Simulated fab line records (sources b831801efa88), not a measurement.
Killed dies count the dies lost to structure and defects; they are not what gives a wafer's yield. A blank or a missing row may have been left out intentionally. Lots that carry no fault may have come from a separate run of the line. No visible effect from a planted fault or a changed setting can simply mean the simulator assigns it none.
Which of the tools did it? ; flow gf180mcu ; Sampling: 13 lots, 37 wafers, 4 of 602 route steps

== WHAT THE GAUGES SHOWED, per wafer ==
GF_PSD_RS_MEAS_14: uses a four-point probe to measure. Usual: for NSD_RS the level is 46.53 ohm/sq and the standard deviation is 0.095.
lot;measured;on;NSD_RS (ohm/sq);flag
L564;day 14 15:32;film metro-01;46.58 46.61 46.58;
L565;day 15 02:04;film metro-03;46.58 46.57 46.38;
L567;day 15 15:04;film metro-03;46.58 46.55 46.65;
L568;day 15 23:55;film metro-04;46.49 46.53 46.48;
L569;day 16 09:10;film metro-04;42.79 42.91 42.93;OFF
L570;day 17 01:25;film metro-03;43.02 43.06 43.19;OFF
L578;day 19 09:28;film metro-04;46.49 46.63 46.53;
L581;day 20 13:34;film metro-03;46.59 46.55 46.56;
L582;day 20 21:05;film metro-04;46.50 46.44 46.48;
L583;day 21 06:21;film metro-03;46.67 46.58;
L584;day 21 10:05;film metro-03;46.55 46.61 46.53;
L585;day 21 21:49;film metro-03;46.51 46.60;
L586;day 22 04:23;film metro-04;46.52 46.47 46.50;

GF_PSD_RS_MEAS_15: uses a four-point probe to measure. Usual: for PSD_RS the level is 108.56 ohm/sq and the standard deviation is 0.29.
lot;measured;on;PSD_RS (ohm/sq);flag
L564;day 14 15:40;film metro-01;108.50 109.12 108.81;
L565;day 15 02:11;film metro-03;108.31 108.27 108.27;
L567;day 15 15:11;film metro-03;108.69 109.40 108.70;
L568;day 16 00:02;film metro-04;108.66 108.46 108.59;
L569;day 16 09:17;film metro-04;98.22 98.38 98.53;OFF
L570;day 17 01:32;film metro-03;98.46 98.89 98.69;OFF
L578;day 19 09:35;film metro-04;108.97 109.00 108.85;
L581;day 20 13:41;film metro-03;108.58 108.43 108.12;
L582;day 20 21:12;film metro-04;108.32 108.35 108.44;
L583;day 21 06:28;film metro-03;108.71 108.68;
L584;day 21 10:13;film metro-03;108.54 108.80 108.53;
L585;day 21 21:56;film metro-03;108.70 108.96;
L586;day 22 04:31;film metro-04;108.01 108.18 108.20;

GF_M3_THK_MEAS_06: measures by xrf. Usual: for M3_ALCU_THK the level is 443 nm and the standard deviation is 5.7.
lot;measured;on;M3_ALCU_THK (nm);flag
L564;day 20 17:32;film metro-03;441 438 440;
L565;day 21 05:35;film metro-04;453 446 450;
L567;day 21 20:07;film metro-03;441 444 439;
L568;day 22 04:43;film metro-03;435 439 437;
L569;day 22 17:04;film metro-01;446 447 447;
L570;day 23 09:24;film metro-04;448 446 453;
L578;day 25 14:48;film metro-04;448 444 443;
L581;day 26 14:20;film metro-01;446 442 447;
L582;day 26 21:28;film metro-03;434 431 433;
L583;day 27 04:46;film metro-04;454 448;
L584;day 27 08:38;film metro-04;441 437 444;
L585;day 27 18:03;film metro-04;442 448;
L586;day 28 00:22;film metro-01;434 438 440;

== WHAT TOOL EACH LOT RAN ON (gives the tool, then ch and the chambers of the sampled wafers, and finally the start) ==
lot;GF_PSD_RTA_13
L564;rtp anneal-02 ch 0, day 14 15:28
L565;rtp anneal-02 ch 0, day 15 01:58
L567;rtp anneal-01 ch 0, day 15 14:59
L568;rtp anneal-02 ch 0, day 15 23:50
L569;rtp anneal-02 ch 0, day 16 09:05
L570;rtp anneal-02 ch 0, day 17 01:14
L578;rtp anneal-02 ch 0, day 19 09:23
L581;rtp anneal-02 ch 0, day 20 13:29
L582;rtp anneal-01 ch 0, day 20 21:00
L583;rtp anneal-02 ch 0, day 21 06:16
L584;rtp anneal-02 ch 0, day 21 10:00
L585;rtp anneal-01 ch 0, day 21 21:43
L586;rtp anneal-01 ch 0, day 22 04:18
- GF_PSD_RTA_13: time 20 s.

== AS READ BY THE TOOLS THEMSELVES (means over the sampled wafers that have a number; for cases with no such wafer, the mark the record gives instead) ==
GF_PSD_RTA_13. Usual: lamp power pct 32.2 %, standard deviation 1.5; wafer_temp_C_max 1029.0, standard deviation 1.1.
lot;tool;lamp power pct (%);wafer_temp_C_max;flag
L564;rtp anneal-02;31.0;1030.0;
L565;rtp anneal-02;31.0;1030.1;
L567;rtp anneal-01;34.2;1027.8;
L568;rtp anneal-02;31.0;1029.8;
L569;rtp anneal-02;31.0;1030.0;
L570;rtp anneal-02;31.0;1029.1;
L578;rtp anneal-02;31.0;1028.5;
L581;rtp anneal-02;31.0;1029.4;
L582;rtp anneal-01;34.2;1027.2;
L583;rtp anneal-02;31.1;1030.0;
L584;rtp anneal-02;31.0;1029.5;
L585;rtp anneal-01;34.2;1027.9;
L586;rtp anneal-01;34.2;1027.5;

== THE ANSWER, worked out from the rows above alone ==
Rule: a lot is off if the mean of its wafers that have a number lies more than 3 standard deviations from the usual mean. Also off: a lot with no number at a reading for which 4 or more lots have one. All remaining lots with rows at the step are treated as sound. The gauges are gone through in route order, then the tools' own readings, and for those a lot's mean is taken as printed above. At the first step where some lot is off, the reading lying furthest off is the one used; lots without a number count as furthest.
Off: L569, L570, at GF_PSD_RS_MEAS_14 (NSD_RS).
A tool fits if, at a process step before that reading, it ran every lot that is off, and no sound lot after the first of them. The gauges at GF_PSD_RS_MEAS_14 are tried like those tools. Not one of the candidates tried fits.

== WHAT THE SIMULATOR PUT IN ==
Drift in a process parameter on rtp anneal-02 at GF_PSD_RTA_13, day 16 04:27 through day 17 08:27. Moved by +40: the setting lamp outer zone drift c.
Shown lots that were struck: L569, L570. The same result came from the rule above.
